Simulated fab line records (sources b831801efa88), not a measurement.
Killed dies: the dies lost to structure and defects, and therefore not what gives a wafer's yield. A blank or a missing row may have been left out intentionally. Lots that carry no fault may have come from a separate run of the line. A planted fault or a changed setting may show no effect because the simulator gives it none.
Matching of chambers	flow gf180mcu	GF_V5_CMP_04 on cmp-02: 4 sister chambers
The step polishes SiO2. 4 wafers are shown with their chamber, then 12 later ones without.

## EACH WAFER AND ITS CHAMBER
wafer	chamber	motor-current-A (A)
L089.4	1	11.6
L093.1	3	10.6
L093.2	0	12.0
L093.5	2	14.1

## WAFERS WITHOUT THEIR CHAMBER
wafer	motor-current-A (A)
L094.3	12.4
L094.4	10.9
L094.5	11.3
L095.1	12.7
L095.3	10.0
L095.4	12.8
L096.1	10.6
L096.5	10.6
L096.6	14.0
L097.1	12.8
L097.3	11.0
L097.4	14.1

## WHICH CHAMBER EACH WENT THROUGH
wafer	from the rows above	in truth
L094.3	can't be placed: 0 or 1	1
L094.4	can't be placed: 3 or 1 or 0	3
L094.5	can't be placed: 1 or 0 or 3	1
L095.1	can't be placed: 0 or 1 or 2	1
L095.3	3	3
L095.4	can't be placed: 0 or 1 or 2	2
L096.1	3	3
L096.5	3	3
L096.6	2	2
L097.1	can't be placed: 0 or 1 or 2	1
L097.3	can't be placed: 3 or 1 or 0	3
L097.4	2	2
Correct placement for 5 of the 12. From these rows, 7 cannot be placed; in 7 the true chamber is one of the candidates. Wrongly placed: 0.
How it was worked out, from the rows above alone: a wafer's distance from a chamber is the root of the sum, over the readings, of the square of ((its reading less the chamber's mean) divided by the reading's scatter). The wafer belongs to the nearest chamber; if the next one is less than 2 further off, it can't be placed. The mean given for a chamber averages the wafers shown for that chamber. The scatter: root of mean squared gap, hidden wafer to nearest shown wafer, with one shown wafer a chamber.
